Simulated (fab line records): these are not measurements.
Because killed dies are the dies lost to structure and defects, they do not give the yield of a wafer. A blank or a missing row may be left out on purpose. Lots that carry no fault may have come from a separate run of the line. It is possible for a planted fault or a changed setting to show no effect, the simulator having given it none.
fab line records	flow gf180mcu
[record] lots = 14	wafers = 42	last-day = 34
route steps=602 shown M5@533 V5@550
lots that met no fault: taken from a fault-free run of the same line
start-h: hours from the record's opening day to when the first of the lot's shown wafers began	wait-h: hours elapsed since this lot's preceding step	" unchanged from the row above	L1.1+2: a single row standing in for several wafers	- no value, or no start given	* or withheld: withheld	< > ~ a bound
route shown NAME@n: a module of which the file shows steps, and the number in the route of the first	usual: mean/standard deviation of fault-free wafers	same: alike in all rows	chamber/n: place in a boat	sites: per-site readings	_std_site: how widely they spread, as a standard deviation	_edge_site: outer sites' mean less inner sites'	radius-mm: for every site, how far away it sits from the centre of the wafer	mask NAME#n: copy n	behind: tool/chamber where the wafer was last shaped	hold: why the lot was held/for how many hours/how that ended	device: names the non-switching transistor (n, p or np)	end of line: at the end of the route, the tests of the same wafers	step lacking rows: just its recipe	killed: at the first sort, the dies lost to defects and structure; wafer yield is something else	map: the dies of a wafer, with x for killed, . for not killed, _ for no die there
set.NAME: the setting as run; set.NAME@STEP: as run at that earlier step	model.NAME: the simulator's own value behind a step, which no gauge read
one table for each step of the route and one row for each wafer, over a sample of lots
services: a tool's chamber out of use, with start hour (start-h, from the record's first day; less than 0 if before it), hours out, and reason
[[steps]]
[step GF_M5_CD_MEAS_07]
[recipe] target-cd-nm = 280
[usual] cd-nm = 280.2/1.2
lot.wafer	tool	chamber	start-h	wait-h	cd-nm
L156.2	cd-sem-01	-	606.54	0.1	279.5
L156.4	"	-	"	"	280.9
L156.5	"	-	"	"	282.1
L160.1	cd-sem-02	-	639.21	0.1	280.5
L160.3	"	-	"	"	280.9
L160.6	"	-	"	"	280.6
L159.1	cd-sem-01	-	642.12	0.1	280.0
L159.4	"	-	"	"	280.9
L159.6	"	-	"	"	281.2
L161.2	cd-sem-01	-	648.53	0.1	281.3
L161.3	"	-	"	"	280.4
L161.5	"	-	"	"	280.7
L165.1	cd-sem-02	-	675.87	0.1	280.4
L165.3	"	-	"	"	279.0
L165.6	"	-	"	"	278.6
L166.1	cd-sem-02	-	686.32	0.1	279.3
L166.5	"	-	"	"	280.1
L166.6	"	-	"	"	280.0
L168.1	cd-sem-01	-	695.67	0.1	280.5
L168.2	"	-	"	"	279.8
L168.4	"	-	"	"	280.8
L171.1	cd-sem-01	-	712.92	0.1	282.7
L171.2	"	-	"	"	282.5
L171.6	"	-	"	"	282.9
L172.1	cd-sem-01	-	716.81	0.1	281.5
L172.3	"	-	"	"	281.0
L172.5	"	-	"	"	283.0
L173.2	cd-sem-01	-	723.08	0.1	279.3
L173.3	"	-	"	"	280.7
L173.6	"	-	"	"	280.5
L174.3	cd-sem-01	-	734.70	0.1	278.6
L174.5	"	-	"	"	278.1
L174.6	"	-	"	"	278.7
L175.3	cd-sem-01	-	735.91	0.1	278.9
L175.5	"	-	"	"	278.2
L175.6	"	-	"	"	280.9
L178.1	cd-sem-01	-	754.64	0.1	280.4
L178.2	"	-	"	"	279.3
L178.4	"	-	"	"	279.9
L179.1	cd-sem-02	-	764.56	0.1	279.2
L179.2	"	-	"	"	278.5
L179.4	"	-	"	"	279.1
[step GF_V5_SOFTBAKE_10]
[recipe] temp-c = 130	time-s = 60	resist = KrF
[usual] chill-plate-temp-C = 23.03/0.1	heater-power-total-W = 93.06/0.063	plate-temp-C = 130.03/0.13
[same] time-s = 60
lot.wafer	tool	chamber	start-h	wait-h	chill-plate-temp-C	heater-power-total-W	plate-temp-C
L156.2	litho-track-02	0	618	-	22.82	93.15	130.01
L156.4	"	0	"	"	22.87	93.08	130.13
L156.5	"	0	"	"	22.89	93.08	130.01
L160.1	litho-track-04	0	650	-	22.99	93.02	130.04
L160.3	"	0	"	"	23.00	92.98	129.81
L160.6	"	0	"	"	23.01	93.11	130.01
L159.1	litho-track-04	0	653	-	23.12	93.09	129.76
L159.4	"	0	"	"	22.98	93.06	129.86
L159.6	"	0	"	"	23.06	93.11	129.87
L161.2	litho-track-02	0	659	-	23.19	93.08	130.18
L161.3	"	0	"	"	23.19	93.07	129.94
L161.5	"	0	"	"	23.09	93.06	130.14
L165.1	litho-track-02	0	686	-	23.03	93.12	130.14
L165.3	"	0	"	"	23.09	93.01	129.99
L165.6	"	0	"	"	22.84	93.08	130.13
L166.1	litho-track-04	0	697	-	22.97	101.97	139.65
L166.5	"	0	"	"	22.82	102.09	139.51
L166.6	"	0	"	"	22.92	101.88	139.63
L168.1	litho-track-04	0	705	-	22.97	101.89	139.65
L168.2	"	0	"	"	23.00	102.12	139.46
L168.4	"	0	"	"	23.04	102.05	139.84
L171.1	litho-track-02	0	723	-	23.17	93.05	129.91
L171.2	"	0	"	"	23.12	93.09	129.89
L171.6	"	0	"	"	23.06	93.00	129.90
L172.1	litho-track-02	0	727	-	22.95	92.90	130.10
L172.3	"	0	"	"	23.01	92.95	129.96
L172.5	"	0	728	-	22.94	93.10	130.02
L173.2	litho-track-01	0	733	-	23.14	93.07	130.33
L173.3	"	0	"	"	23.09	93.06	130.26
L173.6	"	0	"	"	23.01	93.11	130.08
L174.3	litho-track-02	0	744	-	22.99	93.09	130.14
L174.5	"	0	"	"	22.89	93.04	129.94
L174.6	"	0	"	"	23.00	93.01	129.91
L175.3	litho-track-01	0	745	-	23.03	93.03	129.94
L175.5	"	0	"	"	22.96	93.17	129.90
L175.6	"	0	"	"	23.04	93.13	129.90
L178.1	litho-track-01	0	764	-	23.09	93.04	130.10
L178.2	"	0	"	"	23.08	93.04	130.23
L178.4	"	0	"	"	23.15	93.10	130.05
L179.1	litho-track-02	0	773	-	22.99	93.10	129.99
L179.2	"	0	"	"	22.99	93.00	129.85
L179.4	"	0	"	"	23.02	93.12	130.01
[step GF_V5_CD_MEAS_14]
[recipe] target-cd-nm = 260
[usual] cd-nm = 260.0/1.1
lot.wafer	tool	chamber	start-h	wait-h	cd-nm
L156.2	cd-sem-01	-	628.59	0.1	260.4
L156.4	"	-	"	"	261.7
L156.5	"	-	"	"	260.6
L160.1	cd-sem-01	-	660.37	0.1	258.9
L160.3	"	-	"	"	258.5
L160.6	"	-	"	"	260.5
L159.1	cd-sem-01	-	663.02	0.1	259.3
L159.4	"	-	"	"	259.7
L159.6	"	-	"	"	259.1
L161.2	cd-sem-01	-	669.18	0.1	258.4
L161.3	"	-	"	"	259.1
L161.5	"	-	"	"	259.7
L165.1	cd-sem-01	-	696.02	0.1	258.8
L165.3	"	-	"	"	259.2
L165.6	"	-	"	"	258.0
L166.1	cd-sem-02	-	706.46	0.1	292.6
L166.5	"	-	"	"	291.2
L166.6	"	-	"	"	293.1
L168.1	cd-sem-01	-	714.31	0.1	292.4
L168.2	"	-	"	"	294.8
L168.4	"	-	"	"	293.7
L171.1	cd-sem-02	-	732.01	0.1	259.9
L171.2	"	-	"	"	261.0
L171.6	"	-	"	"	258.6
L172.1	cd-sem-01	-	736.56	0.1	262.1
L172.3	"	-	"	"	262.3
L172.5	"	-	"	"	261.8
L173.2	cd-sem-01	-	742.41	0.2	259.4
L173.3	"	-	"	"	258.8
L173.6	"	-	"	"	257.8
L174.3	cd-sem-01	-	753.35	0.1	260.4
L174.5	"	-	"	"	260.8
L174.6	"	-	"	"	259.0
L175.3	cd-sem-02	-	754.30	0.1	260.4
L175.5	"	-	"	"	260.5
L175.6	"	-	"	"	260.4
L178.1	cd-sem-02	-	772.31	0.1	259.7
L178.2	"	-	"	"	259.2
L178.4	"	-	"	"	258.0
L179.1	cd-sem-02	-	781.46	0.1	260.0
L179.2	"	-	"	"	260.3
L179.4	"	-	"	"	260.0
[step GF_V5_STRIP_18]
[recipe] chemistry = O2/N2	power-w = 1400	pressure-mtorr = 1500	platen-temp-c = 250	o2-flow-sccm = 3000	n2-flow-sccm = 300	overash-fraction = 0.5
[usual] drypump-motor-current-A = 5.5/0.43	heater-power-w = 346/45	oes-product-au = 0.568/0.006
[same] overash-fraction = 0.5
lot.wafer	tool	chamber	start-h	wait-h	drypump-motor-current-A	heater-power-w	oes-product-au	rf-hours-counter-h
L156.2	plasma-asher-04	1	628.87	-	4.9	338	0.570	84
L156.4	"	1	"	"	4.9	327	0.570	-
L156.5	"	0	"	"	5.6	383	0.577	-
L160.1	plasma-asher-04	1	660.67	-	4.9	328	0.573	87
L160.3	"	1	"	"	4.9	319	0.567	-
L160.6	"	1	"	"	4.9	327	0.579	-
L159.1	plasma-asher-03	1	663.32	-	5.4	327	0.563	54
L159.4	"	1	"	"	5.4	324	0.576	-
L159.6	"	0	"	"	5.0	444	0.568	-
L161.2	plasma-asher-01	1	669.47	-	6.1	290	0.568	26
L161.3	"	1	"	"	6.0	291	0.573	-
L161.5	"	1	"	"	6.0	284	0.558	-
L165.1	plasma-asher-01	1	696.32	-	6.0	294	0.572	29
L165.3	"	0	"	"	6.0	331	0.554	-
L165.6	"	1	"	"	6.0	286	0.578	-
L166.1	plasma-asher-03	0	706.77	-	5.0	440	0.573	59
L166.5	"	0	"	"	5.1	431	0.568	-
L166.6	"	1	"	"	5.4	327	0.552	-
L168.1	plasma-asher-04	1	714.62	-	4.9	333	0.566	91
L168.2	"	0	"	"	5.5	392	0.564	91
L168.4	"	1	"	"	4.9	329	0.554	-
L171.1	plasma-asher-04	1	732.32	-	4.9	335	0.564	93
L171.2	"	0	"	"	5.5	388	0.567	93
L171.6	"	1	"	"	4.9	327	0.571	-
L172.1	plasma-asher-01	0	736.87	-	5.9	332	0.568	33
L172.3	"	0	"	"	5.9	327	0.558	-
L172.5	"	0	"	"	5.9	332	0.552	-
L173.2	plasma-asher-01	0	742.70	-	6.0	332	0.556	34
L173.3	"	1	"	"	6.0	290	0.574	-
L173.6	"	0	"	"	6.0	330	0.562	-
L174.3	plasma-asher-04	1	753.65	-	4.9	330	0.570	-
L174.5	"	0	"	"	5.5	394	0.574	-
L174.6	"	1	"	"	4.9	326	0.573	-
L175.3	plasma-asher-04	0	754.61	-	5.5	407	0.564	-
L175.5	"	1	"	"	4.9	335	0.568	-
L175.6	"	0	"	"	5.5	399	0.578	-
L178.1	plasma-asher-03	0	772.62	-	5.0	436	0.570	67
L178.2	"	1	"	"	5.4	320	0.573	67
L178.4	"	0	"	"	5.0	430	0.561	-
L179.1	plasma-asher-04	0	781.77	-	5.5	397	0.571	98
L179.2	"	1	"	"	4.9	332	0.571	98
L179.4	"	1	"	"	4.9	324	0.571	-
[step GF_V5_THK_MEAS_25]
[recipe] thk-meas-gauge = xrf	reads = W_of_V5_CVD_23
[usual] V5_W_THK = 349/4.9
lot.wafer	tool	chamber	start-h	wait-h	V5_W_THK[nm]
L156.2	film-metro-01	-	629.87	0.1	350
L156.4	"	-	"	"	343
L156.5	"	-	"	"	344
L160.1	film-metro-02	-	661.57	0.1	352
L160.3	"	-	"	"	352
L160.6	"	-	"	"	353
L159.1	film-metro-04	-	664.19	0.1	338
L159.4	"	-	"	"	346
L159.6	"	-	"	"	342
L161.2	film-metro-01	-	670.43	0.1	349
L161.3	"	-	"	"	347
L161.5	"	-	"	"	348
L165.1	film-metro-02	-	697.19	0.1	352
L165.3	"	-	"	"	345
L165.6	"	-	"	"	344
L166.1	film-metro-01	-	707.65	0.1	349
L166.5	"	-	"	"	343
L166.6	"	-	"	"	354
L168.1	film-metro-02	-	717.01	1.5	356
L168.2	"	-	"	"	349
L168.4	"	-	"	"	361
L171.1	film-metro-01	-	733.19	0.1	351
L171.2	"	-	"	"	348
L171.6	"	-	"	"	351
L172.1	film-metro-02	-	737.75	0.1	346
L172.3	"	-	"	"	350
L172.5	"	-	"	"	343
L173.2	film-metro-02	-	743.57	0.1	346
L173.3	"	-	"	"	351
L173.6	"	-	"	"	344
L174.3	film-metro-01	-	754.61	0.1	342
L174.5	"	-	"	"	349
L174.6	"	-	"	"	340
L175.3	film-metro-02	-	755.47	0.1	352
L175.5	"	-	"	"	353
L175.6	"	-	"	"	360
L178.1	film-metro-02	-	773.49	0.1	350
L178.2	"	-	"	"	349
L178.4	"	-	"	"	347
L179.1	film-metro-02	-	782.64	0.1	356
L179.2	"	-	"	"	351
L179.4	"	-	"	"	357
[[services]]
tool	chamber	start-h	hours	kind
plasma-asher-04	-	669.65	14.6	pm
plasma-asher-01	-	687.12	4.0	repair
litho-track-04	-	742.56	-	consumable-replace:filter
[[key]]
[first-sign] step = GF_V5_SOFTBAKE_10	reading = heater-power-total-W	direction = up	sigmas = 99+	usual = 93.06	struck = 102.00
[effect] step = GF_V5_SOFTBAKE_10	reading = plate-temp-C	direction = up	sigmas = 72	usual = *	struck = *
[effect] step = GF_V5_CD_MEAS_14	reading = cd-nm	direction = up	sigmas = 29	usual = 260.0	struck = 293.0
met-at GF_V5_SOFTBAKE_10
struck-lots L166,L168
sort-left-out L166.1,L166.5,L166.6,L168.1,L168.2,L168.4
not-acting-at GF_M5_CD_MEAS_07,GF_V5_STRIP_18,GF_V5_THK_MEAS_25
onset-between 653 697
[fault] kind = process-parameter-drift	tool = litho-track-04	chamber = -	onset-h = 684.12	steps = GF_V5_SOFTBAKE_10	channel = temp-c	offset = *	shape = step	end-h = 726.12	acts-in = *	stated = *
// sort-left-out: the simulated sort isn't trusted on such a fault, so these wafers' sort isn't shown, and their yield isn't known
